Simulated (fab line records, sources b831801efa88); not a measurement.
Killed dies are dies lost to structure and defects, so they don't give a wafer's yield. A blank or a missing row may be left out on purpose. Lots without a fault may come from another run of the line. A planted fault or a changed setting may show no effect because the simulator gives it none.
A struck lot beside a sound one | flow gf180mcu | 16 steps out of a route of 602
Sound: wafers L415.1, L415.2, L415.4. Struck: wafers L423.2, L423.4, L423.6. The cause comes at the end.
At each step with rows: each side's tool, then ch and its chambers, then its first start. Under that, the readings that differ: sound wafers | struck wafers | difference of the means | sigmas: that difference in standard deviations of wafers without a fault.
alike: readings whose means differ by less than 2 such deviations, and words and numbers that are the same on both sides. not compared: withheld readings, readings that some wafer has no value for, bounds like >300 that may hide the same value, and numbers for which the record gives no deviation and whose values overlap.
The two part at a step that has a row with sigmas, a row that says differs or no value, or rows on one side only. Numbers that don't overlap but have no deviation are shown without sigmas and don't part them. A reading that every wafer of one side lacks parts them only if that side has two wafers or more.

GF_POLY_GATE_THK_MEAS_01:
  sound on film_metro-03, day 8 11:56; struck on film_metro-02, day 10 19:06
  alike: POLY_GATE_CVD_00_THK
then, 8 steps without rows for these wafers: GF_POLY_GATE_DEHYDRATE_02 (time 60 s); GF_POLY_GATE_HMDS_03 (prime time 60 s); GF_POLY_GATE_COAT_04; GF_POLY_GATE_COAT_05 (resist thk 700 nm); GF_POLY_GATE_SOFTBAKE_06 (time 60 s); GF_POLY_GATE_EXPOSE_07 (exposes mask Poly2, target cd 280 nm); GF_POLY_GATE_PEB_08 (peb time 90 s); GF_POLY_GATE_DEVELOP_09 (develop time 60 s).
GF_POLY_GATE_CD_MEAS_10: target cd 280 nm.
  sound on cd_sem-01, day 9 04:50; struck on cd_sem-01, day 11 13:35
  alike: cd_nm
GF_POLY_GATE_OVL_MEAS_11:
  sound on overlay-01, day 9 04:57; struck on overlay-01, day 11 13:42
  alike: POLY_GATE_OVL
GF_POLY_GATE_ETCH_12: etches BARC in N2/H2.
  sound on rie_diel-04 ch 0,1,2, day 9 04:59; struck on rie_diel-03 ch 0,1,2, day 11 13:44
  alike: bias_w, chamber_pressure_mTorr, drypump_motor_current_A, oes_product_au, throttle_valve_pct
GF_POLY_GATE_ETCH_13: etches poly-Si in HBr/Cl2, stops on SiO2, target depth 198.5 nm, time 69.6 s.
  sound on rie_si-01 ch 0,1,3, day 9 05:02; struck on rie_si-02 ch 2,3, day 11 13:47
  no value came back on the struck wafers for any of 7 readings (HBr_flow_sccm (sccm), bias_w (W) and others); on the sound wafers HBr_flow_sccm (sccm) reads 149.2 149.9 149.3
GF_POLY_GATE_STRIP_14: strips in O2/N2.
  sound on plasma_asher-03 ch 0,1, day 9 05:06; struck on plasma_asher-01 ch 0,1, day 11 13:50
  reading                     | sound             | struck            | difference | sigmas
  drypump_motor_current_A (A) | 6.32 5.47 6.33    | 5.63 5.08 5.07    | -0.78      | -3
  oes_product_au (a.u.)       | 0.496 0.510 0.504 | 0.543 0.542 0.547 | +0.041     | +8
  alike: heater_power_w
  not compared: rf_hours_counter_h
then, 1 step without rows for these wafers: GF_POLY_GATE_CLEAN_15 (cleans in SC1/SC2, time 150 s).
-- the record jumps here: 20 days lie between the struck wafers' starts before and after (it left off in module POLY_GATE and takes up again in module PASSIVATION, whose first step shown is number 602 of the route) --
GF_PASSIVATION_PROBE_99:
  the record has rows for the struck wafers here (prober-01, day 31 17:35) and none for the sound ones

WHERE THEY PART
First at GF_POLY_GATE_ETCH_13; last, within this record, at GF_PASSIVATION_PROBE_99.

WHY: what the simulator had put in
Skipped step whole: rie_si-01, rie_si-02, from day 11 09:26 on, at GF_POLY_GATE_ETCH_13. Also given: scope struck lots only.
